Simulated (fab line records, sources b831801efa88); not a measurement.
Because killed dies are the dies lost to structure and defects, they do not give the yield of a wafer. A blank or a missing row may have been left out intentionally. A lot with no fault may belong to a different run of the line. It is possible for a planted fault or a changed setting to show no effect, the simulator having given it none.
Which tool is to blame? + flow gf180mcu + Sampling: 13 lots, 39 wafers, 2 of 602 route steps

== WHAT THE GAUGES READ, wafer by wafer ==
GF_TOP_METAL_OVL_MEAS_15. Usual: for TOP_METAL_OVL the level is 0.0 nm and the standard deviation is 1.5.
| lot  | measured     | on         | TOP_METAL_OVL (nm) | flag |
|------|--------------|------------|--------------------|------|
| L111 | day 28 04:05 | overlay-01 | 1.2 -1.6 -1.2      |      |
| L112 | day 28 10:26 | overlay-01 | -1.6 -2.2 -0.2     |      |
| L113 | day 28 18:57 | overlay-01 | -4.1 -2.0 -3.2     |      |
| L114 | day 29 05:38 | overlay-01 | 1.9 0.5 0.9        |      |
| L115 | day 29 14:36 | overlay-01 | 0.7 0.7 0.3        |      |
| L119 | day 30 13:24 | overlay-01 | 0.7 2.3 -1.2       |      |
| L125 | day 32 05:37 | overlay-01 | -2.7 -1.4 -0.8     |      |
| L126 | day 32 07:31 | overlay-01 | 1.8 1.5 0.4        |      |
| L127 | day 32 17:50 | overlay-02 | 0.9 1.1 1.6        |      |
| L129 | day 33 11:20 | overlay-02 | -0.9 1.4 -0.6      |      |
| L130 | day 33 13:56 | overlay-02 | -2.2 0.7 -0.3      |      |
| L132 | day 33 18:53 | overlay-01 | -1.7 1.2 0.3       |      |
| L133 | day 34 01:14 | overlay-02 | 0.3 2.6 -0.2       |      |

== WHAT TOOL EACH LOT RAN ON (gives the tool, then ch and the chambers of the sampled wafers, and finally the start) ==
| lot  | GF_MIM_SPUTTER_01            |
|------|------------------------------|
| L111 | pvd-sputter-01, day 24 12:14 |
| L112 | pvd-sputter-03, day 24 20:17 |
| L113 | pvd-sputter-02, day 25 05:02 |
| L114 | pvd-sputter-02, day 25 17:44 |
| L115 | pvd-sputter-03, day 26 03:53 |
| L119 | pvd-sputter-01, day 27 02:59 |
| L125 | pvd-sputter-02, day 29 02:27 |
| L126 | pvd-sputter-02, day 29 05:28 |
| L127 | pvd-sputter-03, day 29 16:40 |
| L129 | pvd-sputter-01, day 30 12:22 |
| L130 | pvd-sputter-01, day 30 15:37 |
| L132 | pvd-sputter-03, day 30 20:55 |
| L133 | pvd-sputter-03, day 31 05:29 |
- GF_MIM_SPUTTER_01: material TiN, target thk 30 nm, time 25 s.

== AS READ BY THE TOOLS THEMSELVES (means over the sampled wafers that have a number; for cases with no such wafer, the mark the record gives instead) ==
GF_MIM_SPUTTER_01. Usual: throttle-valve-pct at 30.0 %, with a standard deviation of 0.87.
| lot  | tool           | throttle-valve-pct (%) | flag |
|------|----------------|------------------------|------|
| L111 | pvd-sputter-01 | 30.3                   |      |
| L112 | pvd-sputter-03 | 30.7                   |      |
| L113 | pvd-sputter-02 | 28.9                   |      |
| L114 | pvd-sputter-02 | 29.5                   |      |
| L115 | pvd-sputter-03 | 29.7                   |      |
| L119 | pvd-sputter-01 | 30.2                   |      |
| L125 | pvd-sputter-02 | 29.5                   |      |
| L126 | pvd-sputter-02 | 29.6                   |      |
| L127 | pvd-sputter-03 | 30.5                   |      |
| L129 | pvd-sputter-01 | 30.1                   |      |
| L130 | pvd-sputter-01 | 30.4                   |      |
| L132 | pvd-sputter-03 | 30.6                   |      |
| L133 | pvd-sputter-03 | 30.7                   |      |

== THE ANSWER, worked out from the rows above alone ==
Rule: take the mean of a lot's wafers that have a number; if it is more than 3 standard deviations from the usual mean, the lot is off. Also off: a lot with no number at a reading for which 4 or more lots have one. Any other lot the step has rows for is counted as sound. Order of review: gauges by route order, followed by the tools' own readings, for which a lot's mean as printed above is used. At the first step where some lot is off, the reading lying furthest off is the one used; lots without a number count as furthest.
No lot is off at any reading shown: from this, nothing can be told.

== WHAT THE SIMULATOR HAD PUT IN ==
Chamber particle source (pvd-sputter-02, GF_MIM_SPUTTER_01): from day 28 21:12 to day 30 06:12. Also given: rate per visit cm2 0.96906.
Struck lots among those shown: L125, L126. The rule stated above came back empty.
